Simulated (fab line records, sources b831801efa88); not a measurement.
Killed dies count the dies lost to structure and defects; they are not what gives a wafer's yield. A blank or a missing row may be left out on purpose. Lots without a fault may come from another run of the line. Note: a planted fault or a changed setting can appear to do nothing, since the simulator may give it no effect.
The same fault as seen by 2 desks ; flow sky130 ; every desk sees just its own numbers, and what lay behind them comes last

THE METROLOGY DESK
Lot by lot, what the gauges showed, no matter which tool ran the lot: averages of those sampled wafers that carry a number. Marked OUT: a lot whose mean sits more than 4 standard deviations from the usual mean, which makes it out of limits; the brackets give that distance.
Columns: A = VIA2_W_RS at SKY_VIA2_RS_MEAS_22, usual 0.271 ohm/sq; B = VIA2_W_THK at SKY_VIA2_THK_MEAS_23, usual 426 nm
lot;first seen here;A;B
L661;day 37 00:52;0.274;415
L666;day 37 15:06;0.273;423
L674;day 40 06:04;0.270;431
L675;day 40 19:49;0.275;419
L684;day 42 19:09;0.269;424
L683;day 42 21:04;0.270;424
This desk's verdict: no lot among the 6 shows anything out of limits.

THE TOOL OWNER'S DESK: pvd_sputter-01
At SKY_METAL3_SPUTTER_01 (material TiN, target thk 20 nm, time 16.7 s) the tool's own readings: per lot run on this tool, the mean of the sampled wafers that have a number. Marked OUT: a lot whose mean sits more than 4 standard deviations from the usual mean, which makes it out of limits; the brackets give that distance.
Columns: A = chamber_pressure_pa at SKY_METAL3_SPUTTER_01, usual 0.4000 Pa; B = throttle_valve_pct at SKY_METAL3_SPUTTER_01, usual 29.8 %
lot;first seen here;A;B
L666;day 37 15:35;0.3995;30.3
L674;day 40 06:53;0.5532 (+99 or more) OUT;25.3 (-4.1) OUT
L675;day 40 20:19;0.5524 (+99 or more) OUT;24.8 (-4.5) OUT
This desk finds L674, L675 out of limits, L674 being first, at day 40 06:53 (chamber_pressure_pa at SKY_METAL3_SPUTTER_01). In limits: L666.

BROUGHT TOGETHER
An alarm could have come from the tool owner's desk at day 40 06:53, on L674, L675.
From the metrology desk's view, nothing was out of limits.
The metrology desk has L674, L675 on record, within its limits.
SKY_METAL3_SPUTTER_01 was run on pvd_sputter-01 by each of the lots named.

WHAT THE SIMULATOR HAD PUT IN
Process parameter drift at SKY_METAL3_SPUTTER_01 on pvd_sputter-01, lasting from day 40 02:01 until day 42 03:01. The setting chamber_pressure_pa was moved by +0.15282, starting from 0.4. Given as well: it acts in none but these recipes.
Lots struck among those shown: L674, L675.
Delay in hours, fault start to first out-of-limits reading, by desk: the tool owner's desk at 5.
